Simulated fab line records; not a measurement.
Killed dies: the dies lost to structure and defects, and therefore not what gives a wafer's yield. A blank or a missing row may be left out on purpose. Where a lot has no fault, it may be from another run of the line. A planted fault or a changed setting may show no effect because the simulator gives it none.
Which tool is to blame? :: flow sky130 :: at 1 step of a route of 708, 6 lots with 18 wafers sampled

WHAT EACH GAUGE READ, for each wafer
SKY_VT_ADJUST_LVTN_OVL_MEAS_07.
lot: L546
measured: day 7 09:03
on: overlay-02
VT_ADJUST_LVTN_OVL (nm): 3.2 -0.4 2.6

lot: L549
measured: day 8 17:23
on: overlay-01
VT_ADJUST_LVTN_OVL (nm): 0.4 -0.7 0.9

lot: L555
measured: day 10 04:19
on: overlay-02
VT_ADJUST_LVTN_OVL (nm): -1.5 -0.6 -0.4

lot: L559
measured: day 11 06:55
on: overlay-02
VT_ADJUST_LVTN_OVL (nm): -0.1 -0.2 1.4

lot: L564
measured: day 12 10:31
on: overlay-02
VT_ADJUST_LVTN_OVL (nm): 2.2 1.8 0.3

lot: L567
measured: day 13 09:28
on: overlay-01
VT_ADJUST_LVTN_OVL (nm): -1.4 -2.2 -0.7

EACH LOT AND THE TOOL THAT RAN IT (in order: tool; ch and the chambers of the sampled wafers; start)
The record shows no process step preceding these readings.

THE ANSWER, worked out from the rows above alone
Rule: what is usual is taken from the lots themselves. Put in order of their means at a reading, lots are off if they are a third of the lots or fewer, leave a main group of 4 or more, and stand apart from it by a gap of 3 or more times the standard deviation of the main group's means; of several such gaps the widest counts. A main group whose means are all the same, to the digits that the tables above print for the reading, isn't used. A lot without any number at a reading at which 4 lots or more have one is off too. The other lots that the step has rows for count as sound.
Nothing can be told from this: no lot is off at any reading shown.

WHAT THE SIMULATOR HAD INSERTED
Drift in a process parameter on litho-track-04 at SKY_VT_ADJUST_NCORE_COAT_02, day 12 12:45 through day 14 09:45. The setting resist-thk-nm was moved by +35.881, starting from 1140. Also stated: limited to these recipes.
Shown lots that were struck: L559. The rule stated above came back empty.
